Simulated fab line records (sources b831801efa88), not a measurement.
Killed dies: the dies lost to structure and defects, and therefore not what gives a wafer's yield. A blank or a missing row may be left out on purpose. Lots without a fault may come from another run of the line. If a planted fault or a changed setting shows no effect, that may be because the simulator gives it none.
Split-lot study | flow sky130 | route with 708 steps; 5 lots, 23 wafers read

== ABOUT THE SPLIT ==
At SKY_GATE_OXIDE_COAT_05 (resist thk 1140 nm), the setting spin rpm was moved away from the recipe's 3000 rpm on 7 of the 23 wafers read, by +2.2% to +5.0%. All remaining wafers had this setting at the recipe value.

The split's own step is where the reading is taken.

== THE READING ==
NOVOLAK_of_GATE_OXIDE_COAT_05.thk nm (the simulator's own value, which no gauge read), in nm, at SKY_GATE_OXIDE_COAT_05 (resist thk 1140 nm). No usual value for it is given in the file. The 16 wafers here that ran the recipe average 1140 nm, standard deviation 3.9 nm.

wafer  | tool, chamber at the split | spin rpm as run, rpm | against the recipe | NOVOLAK_of_GATE_OXIDE_COAT_05.thk nm, nm | against lot-mates on the recipe
L074.1 | litho track-01, 0          | 3000                 | recipe             | 1137                                     | -
L074.6 | litho track-01, 0          | 3000                 | recipe             | 1137                                     | -
L074.2 | litho track-01, 0          | 3000                 | recipe             | 1144                                     | -
L074.4 | litho track-01, 0          | 3000                 | recipe             | 1140                                     | -
L074.5 | litho track-01, 0          | 3000                 | recipe             | 1139                                     | -
L078.1 | litho track-01, 0          | 3000                 | recipe             | 1136                                     | -
L078.3 | litho track-01, 0          | 3000                 | recipe             | 1136                                     | -
L078.5 | litho track-01, 0          | 3000                 | recipe             | 1136                                     | -
L078.2 | litho track-01, 0          | 3151                 | +5.0%              | 1109                                     | -27
L078.6 | litho track-01, 0          | 3151                 | +5.0%              | 1109                                     | -27
L079.1 | litho track-03, 0          | 3000                 | recipe             | 1145                                     | -
L079.4 | litho track-03, 0          | 3000                 | recipe             | 1138                                     | -
L079.5 | litho track-03, 0          | 3000                 | recipe             | 1141                                     | -
L080.1 | litho track-03, 0          | 3000                 | recipe             | 1135                                     | -
L080.2 | litho track-03, 0          | 3135                 | +4.5%              | 1115                                     | -20
L080.4 | litho track-03, 0          | 3135                 | +4.5%              | 1113                                     | -22
L080.5 | litho track-03, 0          | 3000                 | recipe             | 1136                                     | -
L080.6 | litho track-03, 0          | 3135                 | +4.5%              | 1112                                     | -24
L082.2 | litho track-03, 0          | 3000                 | recipe             | 1146                                     | -
L082.3 | litho track-03, 0          | 3000                 | recipe             | 1147                                     | -
L082.4 | litho track-03, 0          | 3000                 | recipe             | 1143                                     | -
L082.5 | litho track-03, 0          | 3066                 | +2.2%              | 1131                                     | -14
L082.6 | litho track-03, 0          | 3066                 | +2.2%              | 1131                                     | -14

FIT RESULTS
A straight line over all 23 wafers: NOVOLAK_of_GATE_OXIDE_COAT_05.thk nm changes by -5.88 nm for each +1% of spin rpm; r = -0.96; the points scatter about the line by 3.7 nm.
The same after taking each lot's own level away (the mean of its wafers on the recipe; 23 wafers): -5.2 nm for each +1%; r = -0.98; scatter 2.1 nm.
Per that fit: largest spin rpm move, reading shift of 26 nm.
Measured against the standard deviation above, the lots' own levels, which go from 1135.5 to 1145.3 nm, span 2.5 times it.
So the slope is not independent of the lot-to-lot level: the two fits are not the same.
Check: -26.2 nm against its lot-mates is what the line predicts for one of the wafers moved furthest among these (+5.0%) when that wafer is left out of the fit. Against them it came out at -27 nm.

== THESE WAFERS: OTHER SPLITS ==
Before the reading, these wafers also passed through other splits. Each is held against what the fit with the lots' levels taken away leaves over:
other split on the same wafers       | wafers away from the commonest value | r with NOVOLAK_of_GATE_OXIDE_COAT_05.thk nm (lot level and that fit taken away)
SKY_VT_ADJUST_PCH_STRIP_09 power w   | 8                                    | -0.17
SKY_SONOS_TUNNEL_SOFTBAKE_03 temp c  | 5                                    | +0.04
SKY_SONOS_ONO_OXIDATION_00 ox time s | 15                                   | -0.22
SKY_SONOS_ONO_COAT_08 resist thk nm  | 7                                    | -0.28
SKY_SONOS_ONO_DEVELOP_12 dev temp c  | 5                                    | -0.03

== THE WHOLE CHAIN: every reading that the file lists as answering this split, in the file's order ==
step                    | what it does       | reading                                                                               | change (the file's fit)              | r (the file's)
SKY_GATE_OXIDE_COAT_05  | resist thk 1140 nm | NOVOLAK_of_GATE_OXIDE_COAT_05.thk nm (the simulator's own value, which no gauge read) | -5.31 nm for each +1% of the setting | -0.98
SKY_GATE_OXIDE_STRIP_13 | strips in O2/N2    | strip time to endpoint s                                                              | withheld for each +1% of the setting | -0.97

== THE FILE'S OWN FIT ==
NOVOLAK_of_GATE_OXIDE_COAT_05.thk nm changes by -5.31 nm for each +1% of spin rpm, r = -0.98.
